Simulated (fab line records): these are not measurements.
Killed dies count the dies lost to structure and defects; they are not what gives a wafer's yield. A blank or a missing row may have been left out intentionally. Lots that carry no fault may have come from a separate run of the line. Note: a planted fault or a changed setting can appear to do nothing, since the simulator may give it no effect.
Matching of chambers :: flow sky130 :: 4 sister chambers for SKY_METAL3_ETCH_17 on rie diel-03
The step etches SiO2 in C4F8/O2/Ar, stops on TiN, time 3.9 s, target depth 15 nm. 4 wafers are shown with their chamber, then 12 later ones without.

WAFERS, EACH WITH ITS CHAMBER
wafer: L084.4
chamber: 0
oes product au (a.u.): 0.770

wafer: L088.3
chamber: 3
oes product au (a.u.): 0.744

wafer: L088.4
chamber: 1
oes product au (a.u.): 0.762

wafer: L088.5
chamber: 2
oes product au (a.u.): 0.757

WAFERS MISSING THEIR CHAMBER
wafer: L090.3
oes product au (a.u.): 0.760

wafer: L090.4
oes product au (a.u.): 0.749

wafer: L090.5
oes product au (a.u.): 0.760

wafer: L091.1
oes product au (a.u.): 0.753

wafer: L091.3
oes product au (a.u.): 0.751

wafer: L091.6
oes product au (a.u.): 0.737

wafer: L093.2
oes product au (a.u.): 0.752

wafer: L093.3
oes product au (a.u.): 0.764

wafer: L093.4
oes product au (a.u.): 0.771

wafer: L096.1
oes product au (a.u.): 0.752

wafer: L096.4
oes product au (a.u.): 0.751

wafer: L096.6
oes product au (a.u.): 0.764

EACH ONE'S CHAMBER
wafer: L090.3
from the rows above: can't be placed: 1 or 2 or 0
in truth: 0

wafer: L090.4
from the rows above: can't be placed: 3 or 2 or 1
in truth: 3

wafer: L090.5
from the rows above: can't be placed: 1 or 2 or 0
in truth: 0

wafer: L091.1
from the rows above: can't be placed: 2 or 1 or 3
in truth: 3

wafer: L091.3
from the rows above: can't be placed: 2 or 3 or 1
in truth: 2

wafer: L091.6
from the rows above: 3
in truth: 3

wafer: L093.2
from the rows above: can't be placed: 2 or 3 or 1
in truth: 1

wafer: L093.3
from the rows above: can't be placed: 1 or 0 or 2
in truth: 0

wafer: L093.4
from the rows above: can't be placed: 0 or 1
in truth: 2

wafer: L096.1
from the rows above: can't be placed: 2 or 3 or 1
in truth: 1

wafer: L096.4
from the rows above: can't be placed: 2 or 3 or 1
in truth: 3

wafer: L096.6
from the rows above: can't be placed: 1 or 0 or 2
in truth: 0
Correct placement for 1 of the 12. These rows do not allow placing 11 (true chamber among the candidates in 10). Wrongly placed: 0.
How it was worked out, from the rows above alone: a wafer's distance from a chamber is the root of the sum, over the readings, of the square of ((its reading less the chamber's mean) divided by the reading's scatter). If the next closest chamber is less than 2 further off than the closest, the wafer can't be placed; otherwise it belongs to the closest. The mean given for a chamber averages the wafers shown for that chamber. The scatter: with one shown wafer a chamber, the root of the mean of the squares of how far each hidden wafer lies from its nearest shown one.
